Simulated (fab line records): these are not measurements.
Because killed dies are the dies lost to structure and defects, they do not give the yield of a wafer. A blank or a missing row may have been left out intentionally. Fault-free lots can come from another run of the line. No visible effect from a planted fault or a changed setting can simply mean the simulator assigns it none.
Struck lot and sound lot, side by side :: flow gf180mcu :: 15 steps out of a route of 602
Sound: these wafers, L818.1, L818.3, L818.6. Wafers L827.3, L827.4, L827.5 were the ones struck. The cause is named last.
Per side, at each step with rows, come the tool, then ch with its chambers, and then its first start. Under that, the readings that differ: sound wafers :: struck wafers :: difference of the means :: sigmas: that difference in standard deviations of wafers without a fault.
alike: same words and numbers on both sides, and readings whose means sit less than 2 such deviations apart. not compared: any withheld reading, any reading some wafer has no value for, any bound like >300 that may hide the same value, and any number with overlapping values for which the record gives no deviation.
Wherever a step has rows on one side only, a row that says differs or no value, or a row with sigmas, the two part there. Non-overlapping numbers with no deviation appear without sigmas and do not part them. Lack of a reading on every wafer of one side parts them only where that side has two or more wafers.

first, 5 steps without rows for these wafers: GF_V4_COAT_09 (resist thk 1000 nm); GF_V4_SOFTBAKE_10 (time 60 s); GF_V4_EXPOSE_11 (exposes mask Via4, target cd 260 nm); GF_V4_PEB_12 (peb time 90 s); GF_V4_DEVELOP_13 (develop time 60 s).
GF_V4_CD_MEAS_14: the cd target is 260 nm.
  struck on cd sem-02, day 28 08:28; sound on cd sem-01, day 25 03:58
  alike: cd nm
GF_V4_OVL_MEAS_15:
  struck on overlay-01, day 28 08:34; sound on overlay-01, day 25 04:05
  alike: V4_OVL
GF_V4_ETCH_16: etches BARC in N2/H2.
  sound on rie diel-01 ch 0,2,3, day 25 04:07; struck on rie diel-01 ch 0,2, day 28 08:35
reading: chamber pressure mTorr (mTorr)
sound: 29.919 29.906 29.962
struck: 30.002 29.974 30.015
difference: +0.068
sigmas: +2
  alike: drypump motor current A, oes product au, throttle valve pct
GF_V4_ETCH_17: etches SiO2 in C4F8/O2/Ar, stops on TiN, target depth 630 nm.
  sound: rie diel-01 ch 0,2,3; struck: rie diel-01 ch 0,2
  alike: chamber pressure mTorr, oes product au
GF_V4_STRIP_18: strips in O2/N2.
  sound on plasma asher-03 ch 0,1, day 25 04:15; struck on plasma asher-01 ch 0,1, day 28 08:45
  alike: chamber pressure mTorr, drypump motor current A, heater power w, oes product au
  not compared: rf hours counter h
then, 2 steps without rows for these wafers: GF_V4_STRIP_19 (strips in post etch residue remover, time 1200 s); GF_V4_CLEAN_20 (cleans in DIW).
GF_V4_SPUTTER_21: material Ti, target thk 15 nm, time 80.02 s.
  struck on pvd sputter-04, day 28 09:17; sound on pvd sputter-04, day 25 04:48
reading: model.Ti_of_V4_SPUTTER_21.thk nm (nm)
sound: 15.04 15.09 14.97
struck: 13.42 13.2 13
difference: -1.83
sigmas: 
  alike: throttle valve pct
GF_V4_SPUTTER_22: material TiN, target thk 10 nm, time 40 s.
  struck on pvd sputter-04, day 28 09:21; sound on pvd sputter-04, day 25 04:52
  alike: throttle valve pct
after that, 1 step had no rows for these wafers: GF_PASSIVATION_PROBE_99.

## WHERE THEY PART
GF_V4_ETCH_16 only, going by this record. Later steps at which nothing parts them and some readings are alike: GF_V4_ETCH_17, GF_V4_STRIP_18, GF_V4_SPUTTER_21, GF_V4_SPUTTER_22.

WHY: what had been put in by the simulator
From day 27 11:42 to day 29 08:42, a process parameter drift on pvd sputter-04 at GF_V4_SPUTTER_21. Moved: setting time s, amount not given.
